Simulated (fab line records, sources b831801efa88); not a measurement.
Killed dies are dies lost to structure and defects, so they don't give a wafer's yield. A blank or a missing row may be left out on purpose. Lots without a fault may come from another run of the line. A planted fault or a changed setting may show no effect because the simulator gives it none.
Tool commonality check | flow gf180mcu | 13 lots, 39 wafers sampled

WHY IT WAS OPENED
At GF_MVPSD_OVL_MEAS_07 the reading MVPSD_OVL is flagged on 2 of 13 lots. Wafers without a fault read 0.3 nm, standard deviation 1.5.
Rule: a lot is flagged when every wafer of it that has a number lies more than 4 standard deviations from that mean, or none has a number. The other lots count as sound.

lot  | measured     | on         | MVPSD_OVL (nm), wafer by wafer | flag
L369 | day 5 01:05  | overlay-02 | -1.9 -1.9 -1.8                 |
L370 | day 5 07:58  | overlay-01 | -1.9 0.1 0.3                   |
L371 | day 5 16:05  | overlay-02 | 0.2 -1.5 -1.0                  |
L372 | day 5 19:32  | overlay-01 | 1.8 1.7 0.3                    |
L375 | day 6 16:32  | overlay-01 | 0.5 0.7 1.3                    |
L376 | day 6 23:46  | overlay-02 | -3.3 -1.5 -1.3                 |
L378 | day 7 11:43  | overlay-02 | -0.6 -1.6 2.4                  |
L379 | day 7 16:20  | overlay-02 | 0.7 -1.1 1.0                   |
L380 | day 7 20:50  | overlay-01 | -1.9 -0.3 0.2                  |
L383 | day 8 15:31  | overlay-02 | 0.0 -0.1 -0.5                  |
L385 | day 9 03:07  | overlay-01 | 337.0 334.0 335.0              | FLAGGED
L387 | day 9 13:49  | overlay-01 | 332.4 332.2 334.4              | FLAGGED
L390 | day 10 05:49 | overlay-02 | 0.0 0.9 -0.5                   |
The numbers of the flagged lots are 334.2 nm on average: +333.9 nm against the usual, or +99 or more standard deviations.

WHICH TOOL RAN EACH LOT
The record holds 1 process step before the reading, out of a route of 602 steps. In each cell: the tool, then ch and the chambers that the sampled wafers went through, then the start.
lot  | flag    | GF_MVPSD_EXPOSE_04
L369 |         | iline_stepper-02 ch 0, day 4 17:40
L370 |         | iline_stepper-01 ch 0, day 5 00:51
L371 |         | iline_stepper-02 ch 0, day 5 08:33
L372 |         | iline_stepper-01 ch 0, day 5 12:23
L375 |         | iline_stepper-02 ch 0, day 6 09:04
L376 |         | iline_stepper-02 ch 0, day 6 15:58
L378 |         | iline_stepper-01 ch 0, day 7 04:22
L379 |         | iline_stepper-02 ch 0, day 7 08:55
L380 |         | iline_stepper-02 ch 0, day 7 13:13
L383 |         | iline_stepper-02 ch 0, day 8 07:27
L385 | FLAGGED | iline_stepper-02 ch 0, day 8 18:29
L387 | FLAGGED | iline_stepper-02 ch 0, day 9 05:42
L390 |         | iline_stepper-01 ch 0, day 9 22:13
What these steps do:
- GF_MVPSD_EXPOSE_04: exposes mask MVPSD, target cd 1000 nm.
- GF_MVPSD_OVL_MEAS_07

FLAGGED OVER TOTAL, TOOL BY TOOL (the gauges that took the reading come last)
step                 | tool             | lots run | flagged | share of the flagged lots | sound lots run after its first flagged lot
GF_MVPSD_EXPOSE_04   | iline_stepper-01 | 4        | 0       | none                      | -
GF_MVPSD_EXPOSE_04   | iline_stepper-02 | 9        | 2       | all                       | 0
GF_MVPSD_OVL_MEAS_07 | overlay-01       | 6        | 2       | all                       | 0
GF_MVPSD_OVL_MEAS_07 | overlay-02       | 7        | 0       | none                      | -

WHAT THE TABLE ALLOWS
2 rows of the table ran every flagged lot: iline_stepper-02 at GF_MVPSD_EXPOSE_04, overlay-01 at GF_MVPSD_OVL_MEAS_07.
- iline_stepper-02 at GF_MVPSD_EXPOSE_04: 2 of its 9 lots flagged. Its last sound lot is L383 (day 8 07:27), its first flagged lot L385 (day 8 18:29): a fault that began between those two fits.
- overlay-01 at GF_MVPSD_OVL_MEAS_07: 2 of its 6 lots flagged. Its last sound lot is L380 (day 7 20:50), its first flagged lot L385 (day 9 03:07): a fault that began between those two fits.
Counting lots can't tell these 2 tools apart, because each fits a fault that began at some hour. More lots, or a look at what each step does to the wafer, might.

WHAT THE SIMULATOR HAD PUT IN
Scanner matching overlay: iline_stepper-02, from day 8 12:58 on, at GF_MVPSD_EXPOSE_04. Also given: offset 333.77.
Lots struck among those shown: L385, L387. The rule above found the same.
